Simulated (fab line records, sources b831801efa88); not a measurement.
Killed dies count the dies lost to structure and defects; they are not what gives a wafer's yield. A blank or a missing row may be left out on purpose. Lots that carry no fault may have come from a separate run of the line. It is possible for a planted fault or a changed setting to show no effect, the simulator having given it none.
fab line records	flow gf180mcu	part 1 of 2: steps 1 to 26 of 36
record lots=5	wafers=15	last_day=33
route steps=602 shown HV_LDD@214 NSD@235 PSD@248
lots untouched by any fault: they come from a run of this same line in which no faults occurred
start_h: hours from the record's first day to the start of the lot's first wafer shown	wait_h: hours since the lot's step before	" repeats the value in the row above	L1.1+2: several wafers, shown together as one row	- value missing, or start not given	* or withheld: withheld	< > ~ a bound
route shown NAME@n: a module of which the file shows steps, and the number in the route of the first	usual: the fault-free wafers' mean and standard deviation	same: alike in all rows	chamber/n: place in a boat	sites: per-site readings	_std_site: the values' standard deviation	_edge_site: mean of outer sites minus mean of inner sites	radius_mm: how far each site lies from the wafer's centre	mask NAME#n: copy n	behind: the most recent tool/chamber to have shaped the wafer	hold: reason for holding the lot/hours on hold/outcome of the hold	device: transistor that didn't switch, given as n, p or np	end of line: at the end of the route, the tests of the same wafers	a step without rows: its recipe alone	killed: dies that structure and defects cost at the first sort, which is not the same as the wafer's yield	map: per-die view of a wafer (x killed, . not killed, _ where there is no die)
set.NAME: setting as actually run; set.NAME@STEP: the setting as run at that earlier step	model.NAME: the simulator's own value behind a step, which no gauge read
lots at some steps of the route; a table a step, a row a wafer
services: the hour from which a tool's chamber was out of use, counted from the record's first day as start_h (under 0 if before that day), plus the number of hours and why
## steps
# step GF_HV_LDD_TW_MEAS_38
# usual HV_LDD_3_TW=1449/11
lot.wafer	tool	chamber	start_h	wait_h	HV_LDD_3_TW
L074.1	film_metro-02	-	259.80	0.1	1459
L074.3	"	-	"	"	1457
L074.4	"	-	"	"	1455
L075.1	film_metro-03	-	265.61	0.1	1444
L075.5	"	-	"	"	1449
L075.6	"	-	"	"	1448
L079.1	film_metro-02	-	289.06	0.1	1452
L079.2	"	-	"	"	1454
L079.6	"	-	"	"	1455
L088.3	film_metro-02	-	360.18	0.1	1461
L088.4	"	-	"	"	1453
L088.5	"	-	"	"	1454
L092.1	film_metro-02	-	389.14	0.1	1458
L092.3	"	-	"	"	1462
L092.6	"	-	"	"	1462
# step GF_HV_LDD_DEHYDRATE_39
# recipe temp_c=200	time_s=60
# usual resist_line_temp_C=22.99/0.11
lot.wafer	tool	chamber	start_h	wait_h	resist_line_temp_C
L074.1	litho_track-01	0	268.69	8.9	23.02
L074.3	"	0	"	"	23.03
L074.4	"	0	"	"	22.88
L075.1	litho_track-01	0	274.34	8.7	23.01
L075.5	"	0	"	"	22.98
L075.6	"	0	"	"	23.00
L079.1	litho_track-02	0	298.55	9.5	23.07
L079.2	"	0	"	"	23.11
L079.6	"	0	"	"	23.06
L088.3	litho_track-01	0	370.39	10.2	23.09
L088.4	"	0	"	"	22.96
L088.5	"	0	"	"	23.00
L092.1	litho_track-04	0	400.13	11.0	22.83
L092.3	"	0	"	"	22.92
L092.6	"	0	"	"	22.90
# step GF_HV_LDD_HMDS_40
# recipe prime_time_s=60	prime_temp_c=120
# usual prime_temp_c=120.02/0.13	resist_line_temp_C=22.99/0.1
lot.wafer	tool	chamber	start_h	wait_h	prime_temp_c	resist_line_temp_C
L074.1	litho_track-01	0	268.84	0.1	119.87	23.12
L074.3	"	0	"	"	120.16	22.81
L074.4	"	0	"	"	119.85	22.82
L075.1	litho_track-01	0	274.49	0.1	119.97	23.08
L075.5	"	0	"	"	119.97	22.98
L075.6	"	0	"	"	119.86	23.03
L079.1	litho_track-02	0	298.70	0.1	120.12	23.02
L079.2	"	0	"	"	119.90	22.96
L079.6	"	0	"	"	120.14	22.90
L088.3	litho_track-01	0	370.54	0.1	119.99	22.98
L088.4	"	0	"	"	120.12	22.97
L088.5	"	0	"	"	120.08	23.00
L092.1	litho_track-04	0	400.28	0.1	119.97	22.98
L092.3	"	0	"	"	120.04	22.83
L092.6	"	0	"	"	119.77	22.89
# step GF_HV_LDD_COAT_41
# recipe resist=NOVOLAK	spin_rpm=3000	resist_thk_nm=1000
# usual resist_line_temp_C=23.01/0.11
lot.wafer	tool	chamber	start_h	wait_h	resist_line_temp_C
L074.1	litho_track-01	0	268.99	0.1	23.13
L074.3	"	0	"	"	23.10
L074.4	"	0	"	"	23.11
L075.1	litho_track-01	0	274.64	0.1	23.13
L075.5	"	0	"	"	23.07
L075.6	"	0	"	"	23.17
L079.1	litho_track-02	0	298.85	0.1	23.29
L079.2	"	0	"	"	23.14
L079.6	"	0	"	"	23.21
L088.3	litho_track-01	0	370.69	0.1	22.84
L088.4	"	0	"	"	22.93
L088.5	"	0	"	"	22.94
L092.1	litho_track-04	0	400.43	0.1	22.97
L092.3	"	0	"	"	22.96
L092.6	"	0	"	"	23.07
# step GF_HV_LDD_SOFTBAKE_42
# recipe temp_c=90	time_s=60	resist=NOVOLAK
# usual resist_line_temp_C=23.01/0.12
lot.wafer	tool	chamber	start_h	wait_h	resist_line_temp_C
L074.1	litho_track-01	0	269.14	0.1	22.95
L074.3	"	0	"	"	23.07
L074.4	"	0	"	"	23.13
L075.1	litho_track-01	0	274.79	0.1	23.13
L075.5	"	0	"	"	22.91
L075.6	"	0	"	"	23.05
L079.1	litho_track-02	0	299.00	0.1	23.00
L079.2	"	0	"	"	22.99
L079.6	"	0	"	"	23.02
L088.3	litho_track-01	0	370.84	0.1	22.91
L088.4	"	0	"	"	23.01
L088.5	"	0	"	"	23.08
L092.1	litho_track-04	0	400.58	0.1	23.14
L092.3	"	0	"	"	22.98
L092.6	"	0	"	"	23.00
# step GF_HV_LDD_EXPOSE_43
# recipe mask_id=Pplus_HV_AREA	target_cd_nm=400	na=0.6	source_shape=conventional	sigma_outer=0.6	dose_mj=140
lot.wafer	tool	chamber	start_h	wait_h	mask
L074.1+3+4	iline_stepper-01	0	-	-	Pplus_HV_AREA#0
L075.1+5+6	iline_stepper-01	0	-	-	Pplus_HV_AREA#0
L079.1+2+6	iline_stepper-02	0	-	-	Pplus_HV_AREA#0
L088.3+4+5	iline_stepper-01	0	-	-	Pplus_HV_AREA#0
L092.1+3+6	iline_stepper-01	0	-	-	Pplus_HV_AREA#0
# step GF_HV_LDD_PEB_44
# recipe temp_c=withheld	time_s=*	resist=NOVOLAK
# usual resist_line_temp_C=*
lot.wafer	tool	chamber	start_h	wait_h	resist_line_temp_C
L074.1	litho_track-02	0	-	-	*
L074.3	"	0	"	"	*
L074.4	"	0	"	"	*
L075.1	litho_track-02	0	-	-	*
L075.5	"	0	"	"	*
L075.6	"	0	"	"	*
L079.1	litho_track-02	0	-	-	*
L079.2	"	0	"	"	*
L079.6	"	0	"	"	*
L088.3	litho_track-02	0	-	-	*
L088.4	"	0	"	"	*
L088.5	"	0	"	"	*
L092.1	litho_track-04	0	-	-	*
L092.3	"	0	"	"	*
L092.6	"	0	"	"	*
# step GF_HV_LDD_DEVELOP_45
# recipe develop_time_s=60	dev_temp_c=23
# usual resist_line_temp_C=23.01/0.11
lot.wafer	tool	chamber	start_h	wait_h	resist_line_temp_C
L074.1	litho_track-02	0	278.25	0.1	23.02
L074.3	"	0	"	"	22.91
L074.4	"	0	"	"	22.79
L075.1	litho_track-02	0	284.90	0.1	23.02
L075.5	"	0	"	"	23.00
L075.6	"	0	"	"	23.18
L079.1	litho_track-02	0	309.20	0.1	23.01
L079.2	"	0	"	"	22.99
L079.6	"	0	"	"	23.06
L088.3	litho_track-02	0	382.30	0.1	22.96
L088.4	"	0	"	"	22.89
L088.5	"	0	"	"	22.92
L092.1	litho_track-04	0	412.28	0.1	22.94
L092.3	"	0	"	"	22.92
L092.6	"	0	"	"	23.03
# step GF_HV_LDD_CD_MEAS_46
# recipe target_cd_nm=400
# usual cd_nm=400.4/1.9
lot.wafer	tool	chamber	start_h	wait_h	cd_nm
L074.1	cd_sem-02	-	278.40	0.1	400.7
L074.3	"	-	"	"	401.7
L074.4	"	-	"	"	401.1
L075.1	cd_sem-01	-	285.05	0.1	398.8
L075.5	"	-	"	"	397.3
L075.6	"	-	"	"	397.1
L079.1	cd_sem-02	-	309.35	0.1	401.5
L079.2	"	-	"	"	399.9
L079.6	"	-	"	"	400.5
L088.3	cd_sem-02	-	382.44	0.1	400.6
L088.4	"	-	"	"	401.3
L088.5	"	-	"	"	400.3
L092.1	cd_sem-01	-	412.48	0.2	404.5
L092.3	"	-	"	"	404.8
L092.6	"	-	"	"	405.1
# step GF_HV_LDD_OVL_MEAS_47
# usual HV_LDD_03_OVL=0.0/1.4
lot.wafer	tool	chamber	start_h	wait_h	HV_LDD_03_OVL[nm]
L074.1	overlay-01	-	278.52	0.1	2.2
L074.3	"	-	"	"	0.2
L074.4	"	-	"	"	0.6
L075.1	overlay-02	-	285.17	0.1	-1.1
L075.5	"	-	"	"	-1.9
L075.6	"	-	"	"	-2.2
L079.1	overlay-02	-	309.47	0.1	0.2
L079.2	"	-	"	"	-0.7
L079.6	"	-	"	"	-1.7
L088.3	overlay-02	-	382.53	0.1	-1.1
L088.4	"	-	"	"	-0.6
L088.5	"	-	"	"	-2.1
L092.1	overlay-01	-	412.60	0.1	-1.5
L092.3	"	-	"	"	-1.0
L092.6	"	-	"	"	-2.1
# step GF_HV_LDD_IMPLANT_48
# recipe species=B	energy_kev=25	dose_cm2=3e+13	tilt_deg=7
lot.wafer	tool	chamber	start_h	wait_h
L074.1+3+4	implanter-01	0	278.56	0.0
L075.1+5+6	implanter-04	0	285.21	0.0
L079.1+2+6	implanter-01	0	309.51	0.0
L088.3+4+5	implanter-02	0	382.60	0.1
L092.1+3+6	implanter-02	0	412.64	0.0
# step GF_HV_LDD_STRIP_49
# recipe chemistry=O2/N2	power_w=1400	pressure_mtorr=1500	platen_temp_c=250	o2_flow_sccm=3000	n2_flow_sccm=300	overash_fraction=0.5
# usual drypump_motor_current_A=5.6/0.64	heater_power_w=349/26	oes_product_au=0.716/0.0047	strip_time_to_endpoint_s=12.64/0.037
lot.wafer	tool	chamber	start_h	wait_h	drypump_motor_current_A	heater_power_w	oes_product_au	rf_hours_counter_h	strip_time_to_endpoint_s
L074.1	plasma_asher-02	1	278.71	0.1	5.7	344	0.721	17	12.62
L074.3	"	0	"	"	6.6	368	0.725	-	12.56
L074.4	"	1	"	"	5.7	334	0.715	-	12.57
L075.1	plasma_asher-01	1	285.36	0.1	5.4	376	0.721	60	12.58
L075.5	"	0	"	"	5.2	295	0.710	-	12.61
L075.6	"	1	"	"	5.4	368	0.721	-	12.62
L079.1	plasma_asher-04	1	309.66	0.1	5.1	383	0.715	53	12.62
L079.2	"	0	"	"	4.9	339	0.716	53	12.64
L079.6	"	0	"	"	4.9	334	0.718	-	12.59
L088.3	plasma_asher-02	1	382.74	0.1	5.7	335	0.714	-	12.62
L088.4	"	0	"	"	6.6	370	0.718	-	12.63
L088.5	"	0	"	"	6.6	366	0.716	-	12.65
L092.1	plasma_asher-04	1	412.79	0.1	5.0	378	0.709	61	12.66
L092.3	"	1	"	"	5.1	383	0.712	-	12.68
L092.6	"	1	"	"	5.1	376	0.713	-	12.65
# step GF_HV_LDD_TW_MEAS_50
# usual HV_LDD_4_TW=574/5.2
lot.wafer	tool	chamber	start_h	wait_h	HV_LDD_4_TW
L074.1	film_metro-02	-	278.81	0.1	576
L074.3	"	-	"	"	575
L074.4	"	-	"	"	576
L075.1	film_metro-01	-	285.46	0.1	570
L075.5	"	-	"	"	567
L075.6	"	-	"	"	572
L079.1	film_metro-03	-	309.76	0.1	574
L079.2	"	-	"	"	572
L079.6	"	-	"	"	576
L088.3	film_metro-01	-	382.82	0.1	572
L088.4	"	-	"	"	568
L088.5	"	-	"	"	565
L092.1	film_metro-02	-	412.89	0.1	577
L092.3	"	-	"	"	579
L092.6	"	-	"	"	575
# step GF_HV_LDD_CLEAN_51
# recipe chemistry=SC1/SC2	mix=1:4:20	temp_c=70	time_s=150	dry=n2_spin
# usual bath_guard_temp_C=69.8/0.39
lot.wafer	tool	chamber	start_h	wait_h	bath_guard_temp_C
L074.1	wet_bench-03	2	278.87	0.1	69.2
L074.3	"	2	"	"	69.6
L074.4	"	2	"	"	70.3
L075.1	wet_bench-03	0	285.52	0.1	69.6
L075.5	"	0	"	"	69.3
L075.6	"	0	"	"	69.3
L079.1	wet_bench-03	1	309.82	0.1	69.6
L079.2	"	1	"	"	69.8
L079.6	"	1	"	"	69.9
L088.3	wet_bench-03	3	382.86	0.0	70.2
L088.4	"	3	"	"	69.8
L088.5	"	3	"	"	70.0
L092.1	wet_bench-03	0	412.95	0.1	69.3
L092.3	"	0	"	"	69.4
L092.6	"	0	"	"	69.3
# step GF_HV_LDD_RTA_52
# recipe temp_c=1000	time_s=10	ambient=N2
# usual lamp_power_pct=32.2/2.1	wafer_temp_C_max=1004.9/1.4
lot.wafer	tool	chamber	start_h	wait_h	lamp_power_pct	wafer_temp_C_max
L074.1	rtp_anneal-02	0	278.92	0.0	30.4	1005.6
L074.3	"	0	"	"	30.3	1004.1
L074.4	"	0	"	"	30.4	1006.8
L075.1	rtp_anneal-02	0	285.57	0.0	30.4	1005.4
L075.5	"	0	"	"	30.3	1005.3
L075.6	"	0	"	"	30.4	1005.6
L079.1	rtp_anneal-02	0	309.87	0.0	30.4	1005.9
L079.2	"	0	"	"	30.4	1007.3
L079.6	"	0	"	"	30.3	1005.4
L088.3	rtp_anneal-02	0	382.96	0.0	30.4	1006.1
L088.4	"	0	"	"	30.3	1004.6
L088.5	"	0	"	"	30.4	1005.1
L092.1	rtp_anneal-01	0	413.00	0.0	34.8	1003.7
L092.3	"	0	"	"	34.7	1002.7
L092.6	"	0	"	"	34.7	1003.4
# step GF_HV_LDD_RS_MEAS_53
# recipe thk_meas_gauge=four-point-probe
# usual HV_LDD_RS=417.8/1
lot.wafer	tool	chamber	start_h	wait_h	HV_LDD_RS[ohm/sq]
L074.1	film_metro-03	-	279.05	0.1	416.2
L074.3	"	-	"	"	416.6
L074.4	"	-	"	"	417.6
L075.1	film_metro-02	-	285.63	0.1	417.3
L075.5	"	-	"	"	418.5
L075.6	"	-	"	"	417.7
L079.1	film_metro-03	-	309.93	0.1	417.2
L079.2	"	-	"	"	417.7
L079.6	"	-	"	"	417.3
L088.3	film_metro-02	-	383.09	0.1	417.9
L088.4	"	-	"	"	416.1
L088.5	"	-	"	"	416.6
L092.1	film_metro-02	-	413.07	0.1	417.9
L092.3	"	-	"	"	417.8
L092.6	"	-	"	"	418.0
# step GF_HV_LDD_CVD_54
# recipe material=SiO2	target_thk_nm=10	precursor=TEOS	temp_c=680	time_s=75	pressure_mtorr=400
# usual zone_power_upper_pct=10.1/1.2
lot.wafer	tool	chamber	start_h	wait_h	zone_power_upper_pct
L074.1	lpcvd-01	0	279.17	0.1	8.7
L074.3	"	0	"	"	8.7
L074.4	"	0	"	"	8.7
L075.1	lpcvd-02	1	285.75	0.1	10.0
L075.5	"	1	"	"	10.1
L075.6	"	1	"	"	10.1
L079.1	lpcvd-02	1	310.05	0.1	10.0
L079.2	"	1	"	"	10.2
L079.6	"	1	"	"	10.2
L088.3	lpcvd-01	1	383.17	0.1	11.6
L088.4	"	1	"	"	11.5
L088.5	"	1	"	"	11.8
L092.1	lpcvd-01	1	413.19	0.1	11.8
L092.3	"	1	"	"	12.0
L092.6	"	1	"	"	11.5
# step GF_HV_LDD_THK_MEAS_55
# recipe reads=SiO2_of_HV_LDD_CVD_54
# usual HV_LDD_CVD_54_THK=9.99/0.15
lot.wafer	tool	chamber	start_h	wait_h	HV_LDD_CVD_54_THK[nm]
L074.1	film_metro-02	-	280.19	0.0	9.96
L074.3	"	-	"	"	10.14
L074.4	"	-	"	"	10.06
L075.1	film_metro-02	-	286.77	0.0	10.05
L075.5	"	-	"	"	10.03
L075.6	"	-	"	"	9.91
L079.1	film_metro-03	-	311.07	0.0	9.72
L079.2	"	-	"	"	9.62
L079.6	"	-	"	"	9.71
L088.3	film_metro-03	-	384.21	0.0	10.00
L088.4	"	-	"	"	10.00
L088.5	"	-	"	"	10.10
L092.1	film_metro-03	-	414.21	0.0	10.17
L092.3	"	-	"	"	10.24
L092.6	"	-	"	"	10.06
# step GF_HV_LDD_CVD_56
# recipe material=Si3N4	precursor=DCS/NH3	target_thk_nm=90	temp_c=770	time_s=1543	pressure_mtorr=250
# usual zone_power_upper_pct=12.5/1.3
lot.wafer	tool	chamber	start_h	wait_h	zone_power_upper_pct
L074.1	lpcvd-02	1	280.25	0.1	12.9
L074.3	"	1	"	"	12.9
L074.4	"	1	"	"	12.8
L075.1	lpcvd-02	0	286.83	0.1	12.3
L075.5	"	0	"	"	12.5
L075.6	"	0	"	"	12.3
L079.1	lpcvd-01	1	311.13	0.1	15.1
L079.2	"	1	"	"	14.8
L079.6	"	1	"	"	15.0
L088.3	lpcvd-02	0	384.25	0.0	12.6
L088.4	"	0	"	"	12.5
L088.5	"	0	"	"	12.3
L092.1	lpcvd-02	1	414.27	0.1	12.9
L092.3	"	1	"	"	12.8
L092.6	"	1	"	"	13.0
# step GF_HV_LDD_THK_MEAS_57
# recipe reads=Si3N4_of_HV_LDD_CVD_56
# usual HV_LDD_CVD_56_THK=89.9/0.84
lot.wafer	tool	chamber	start_h	wait_h	HV_LDD_CVD_56_THK[nm]
L074.1	film_metro-01	-	281.68	0.0	88.7
L074.3	"	-	"	"	89.4
L074.4	"	-	"	"	88.6
L075.1	film_metro-03	-	288.26	0.0	90.3
L075.5	"	-	"	"	91.2
L075.6	"	-	"	"	90.7
L079.1	film_metro-03	-	312.56	0.0	91.0
L079.2	"	-	"	"	91.2
L079.6	"	-	"	"	90.8
L088.3	film_metro-01	-	385.70	0.0	88.8
L088.4	"	-	"	"	89.3
L088.5	"	-	"	"	89.5
L092.1	film_metro-01	-	415.70	0.0	90.4
L092.3	"	-	"	"	89.9
L092.6	"	-	"	"	89.6
# step GF_HV_LDD_ETCHBACK_58
# recipe chemistry=CH3F/O2	target=Si3N4	stop_on=SiO2	source_w=400	bias_w=80	pressure_mtorr=25	ch3f_flow_sccm=40	O2_flow_sccm=30	time_s=100	target_depth_a=900
# usual ch3f_flow_sccm=39.99/0.12	drypump_motor_current_A=5.4/0.38	oes_product_au=0.842/0.0063	throttle_valve_pct=10.561/0.0085
lot.wafer	tool	chamber	start_h	wait_h	ch3f_flow_sccm	drypump_motor_current_A	oes_product_au	rf_hours_counter_h	throttle_valve_pct
L074.1	rie_diel-04	0	281.74	0.1	40.08	4.9	0.843	16	10.562
L074.3	"	1	"	"	40.02	5.6	0.849	4	10.574
L074.4	"	2	"	"	39.89	5.2	0.845	100	10.560
L075.1	rie_diel-03	1	288.32	0.1	39.81	5.0	0.839	76	10.567
L075.5	"	2	"	"	40.19	4.8	0.847	-	10.570
L075.6	"	3	"	"	39.88	5.4	0.859	-	10.557
L079.1	rie_diel-02	2	312.62	0.1	39.94	6.0	0.848	85	10.568
L079.2	"	1	"	"	40.12	5.8	0.848	34	10.572
L079.6	"	0	"	"	40.10	5.3	0.845	-	10.565
L088.3	rie_diel-02	0	385.74	0.0	40.27	5.3	0.837	3	10.548
L088.4	"	1	"	"	40.11	5.8	0.842	35	10.567
L088.5	"	2	"	"	39.92	6.0	0.839	-	10.548
L092.1	rie_diel-02	1	415.76	0.1	40.02	5.8	0.841	36	10.553
L092.3	"	2	"	"	40.04	6.0	0.843	88	10.558
L092.6	"	2	"	"	39.88	6.0	0.841	-	10.572
# step GF_NSD_DEHYDRATE_00
# recipe temp_c=200	time_s=60
# usual resist_line_temp_C=23.02/0.098
lot.wafer	tool	chamber	start_h	wait_h	resist_line_temp_C
L074.1	litho_track-03	0	291.49	9.7	23.12
L074.3	"	0	"	"	23.18
L074.4	"	0	"	"	23.09
L075.1	litho_track-02	0	297.60	9.2	22.99
L075.5	"	0	"	"	22.86
L075.6	"	0	"	"	22.96
L079.1	litho_track-01	0	322.59	9.9	23.01
L079.2	"	0	"	"	23.06
L079.6	"	0	"	"	23.24
L088.3	litho_track-03	0	396.74	11.0	23.04
L088.4	"	0	"	"	23.21
L088.5	"	0	"	"	23.13
L092.1	litho_track-02	0	427.30	11.5	23.00
L092.3	"	0	"	"	23.20
L092.6	"	0	"	"	23.06
# step GF_NSD_HMDS_01
# recipe prime_time_s=60	prime_temp_c=120
# usual prime_temp_c=120.03/0.14	resist_line_temp_C=23.00/0.11
lot.wafer	tool	chamber	start_h	wait_h	prime_temp_c	resist_line_temp_C
L074.1	litho_track-03	0	291.64	0.1	119.81	22.98
L074.3	"	0	"	"	120.07	22.76
L074.4	"	0	"	"	119.92	23.07
L075.1	litho_track-02	0	297.75	0.1	119.56	22.85
L075.5	"	0	"	"	119.67	22.91
L075.6	"	0	"	"	119.71	22.95
L079.1	litho_track-01	0	322.74	0.1	120.13	22.87
L079.2	"	0	"	"	120.10	22.83
L079.6	"	0	"	"	120.21	22.84
L088.3	litho_track-03	0	396.89	0.1	120.21	23.05
L088.4	"	0	"	"	119.98	23.14
L088.5	"	0	"	"	120.17	23.10
L092.1	litho_track-02	0	427.45	0.1	119.83	23.19
L092.3	"	0	"	"	120.07	23.17
L092.6	"	0	"	"	120.30	23.22
# step GF_NSD_COAT_02
# recipe resist=NOVOLAK	spin_rpm=3000	resist_thk_nm=1000
# usual resist_line_temp_C=23.02/0.098
lot.wafer	tool	chamber	start_h	wait_h	resist_line_temp_C
L074.1	litho_track-03	0	291.79	0.1	23.20
L074.3	"	0	"	"	22.97
L074.4	"	0	"	"	23.03
L075.1	litho_track-02	0	297.90	0.1	22.98
L075.5	"	0	"	"	22.97
L075.6	"	0	"	"	22.94
L079.1	litho_track-01	0	322.89	0.1	23.01
L079.2	"	0	"	"	22.92
L079.6	"	0	"	"	22.86
L088.3	litho_track-03	0	397.04	0.1	23.03
L088.4	"	0	"	"	23.03
L088.5	"	0	"	"	22.87
L092.1	litho_track-02	0	427.60	0.1	23.15
L092.3	"	0	"	"	23.03
L092.6	"	0	"	"	23.02
# step GF_NSD_SOFTBAKE_03
# recipe temp_c=90	time_s=60	resist=NOVOLAK
# usual resist_line_temp_C=23.01/0.096
lot.wafer	tool	chamber	start_h	wait_h	resist_line_temp_C
L074.1	litho_track-03	0	291.94	0.1	23.11
L074.3	"	0	"	"	22.65
L074.4	"	0	"	"	22.95
L075.1	litho_track-02	0	298.05	0.1	23.04
L075.5	"	0	"	"	22.92
L075.6	"	0	"	"	23.05
L079.1	litho_track-01	0	323.04	0.1	22.80
L079.2	"	0	"	"	23.08
L079.6	"	0	"	"	23.02
L088.3	litho_track-03	0	397.19	0.1	22.99
L088.4	"	0	"	"	22.98
L088.5	"	0	"	"	22.94
L092.1	litho_track-02	0	427.75	0.1	22.91
L092.3	"	0	"	"	23.24
L092.6	"	0	"	"	22.96
# step GF_NSD_EXPOSE_04
# recipe mask_id=Nplus	target_cd_nm=400	na=0.6	source_shape=conventional	sigma_outer=0.6	dose_mj=140
lot.wafer	tool	chamber	start_h	wait_h	mask
L074.1+3+4	iline_stepper-02	0	-	-	Nplus#0
L075.1+5+6	iline_stepper-01	0	-	-	Nplus#0
L079.1+2+6	iline_stepper-01	0	-	-	Nplus#0
L088.3+4+5	iline_stepper-02	0	-	-	Nplus#0
L092.1+3+6	iline_stepper-02	0	-	-	Nplus#0
